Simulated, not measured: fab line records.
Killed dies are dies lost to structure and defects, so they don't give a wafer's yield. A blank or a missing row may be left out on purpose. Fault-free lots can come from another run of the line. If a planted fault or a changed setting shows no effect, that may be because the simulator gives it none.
8D (eight disciplines) problem report, filled in by code :: flow sky130 :: the parts of the form that need people (team, actions taken, sign-off) are left out

## 1. THE PROBLEM
Across 4 wafers from 2 lots, VIA3_W_RS at SKY_VIA3_RS_MEAS_22 averages 0.157 ohm/sq, while fault-free wafers read 0.295 ohm/sq with a standard deviation of 0.0036. Measured from the usual mean, that is -38 standard deviations.
The step: measures by four-point-probe.
The first sign was on wafer L528.1 at day 44 15:39, on film-metro-04. The record holds 39 wafers of 13 lots with a number at this step. Rule for "out" (also "out of limits"): further than 4 standard deviations from the usual mean. The rest of the wafers with a number are treated as sound.

## 2. WHAT IT IS, WHAT IT ISN'T
question: which readings at this step
is: VIA3_W_RS
is not: -

question: which lots
is: L528, L529
is not: L513, L515, L517, L518, L520, L522, L523, L524, L534, L535, L536

question: which wafers of those lots
is: L528.1, L529.2, L529.3, L529.4
is not: L528.3, L528.6

question: read on which gauges
is: film-metro-03, film-metro-04
is not: film-metro-02

question: when
is: from day 44 15:39
is not: up to then (26 sound wafers); but 9 sound wafers of L534, L535, L536 came after

## 3. SUSPECTS, AND WHAT RULES EACH OUT
Counting: any tool at a process step up to the reading remains a suspect provided it ran every lot that is out. Sound lots after the first of them don't rule it out here, since some wafers of a struck lot are sound.
- the gauge at SKY_VIA3_RS_MEAS_22 is ruled out. Those wafers that are out were read across 2 gauges (film-metro-03, film-metro-04).
- cvd-w-01 at SKY_VIA3_CVD_21 (deposits W, target thk 390 nm, time 117.31 s): kept. It ran every lot that is out, first L528 (day 44 15:28); its last sound lot up to then is L523 (day 42 21:09).
- The sound lot-mates ran in chamber 0 of cvd-w-01 at SKY_VIA3_CVD_21, but the wafers that are out ran in chamber 1.
After counting, what remains is cvd-w-01 at SKY_VIA3_CVD_21.

## 4. THE CAUSE (what the simulator had put in)
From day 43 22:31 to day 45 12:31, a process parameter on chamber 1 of cvd-w-01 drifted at SKY_VIA3_CVD_21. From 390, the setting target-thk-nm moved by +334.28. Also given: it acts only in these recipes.
The count eliminated every tool but this one.

## 5. SEQUENCE OF EFFECTS, ordered by route
Each row: a reading whose mean over the struck wafers that have a number lies more than 3 standard deviations from the usual. Scope: only readings with a usual standard deviation given in the record; hours: median across lots of the time from each lot's start at the first step in this table that gives one to its start at this step; sigmas: change in usual standard deviations.
hours: 0
step: SKY_VIA3_RS_MEAS_22
reading: VIA3_W_RS
usual: 0.295 ohm/sq
on struck wafers: 0.157
change: -0.138
sigmas: -38

hours: 0
step: SKY_VIA3_CMP_24
reading: time-to-endpoint-s
usual: 92 s
on struck wafers: 176
change: +84
sigmas: +15
Here are the process steps it includes:
- SKY_VIA3_CMP_24: polishes, stops on SiO2, t overpolish 20 s, target thk 0 nm.
Readings that are blank on the struck wafers while sound wafers have them: VIA3_W_THK at SKY_VIA3_THK_MEAS_23.

## 6. WHAT WOULD HAVE CAUGHT IT SOONER
Counted from the fault's start at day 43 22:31, it took 17 hours until the first out-of-limits reading at a measuring or inspecting step in this record, taken at day 44 15:39.
Of the tool readings at SKY_VIA3_CVD_21 for which the record gives a usual standard deviation, none was out on any struck wafer, so an alarm limit of 4 standard deviations on them would not have fired.
L529, from the lots that are out (2), started SKY_VIA3_CVD_21 on cvd-w-01 later than day 44 15:39. A hold on the tool at that time would have spared it.
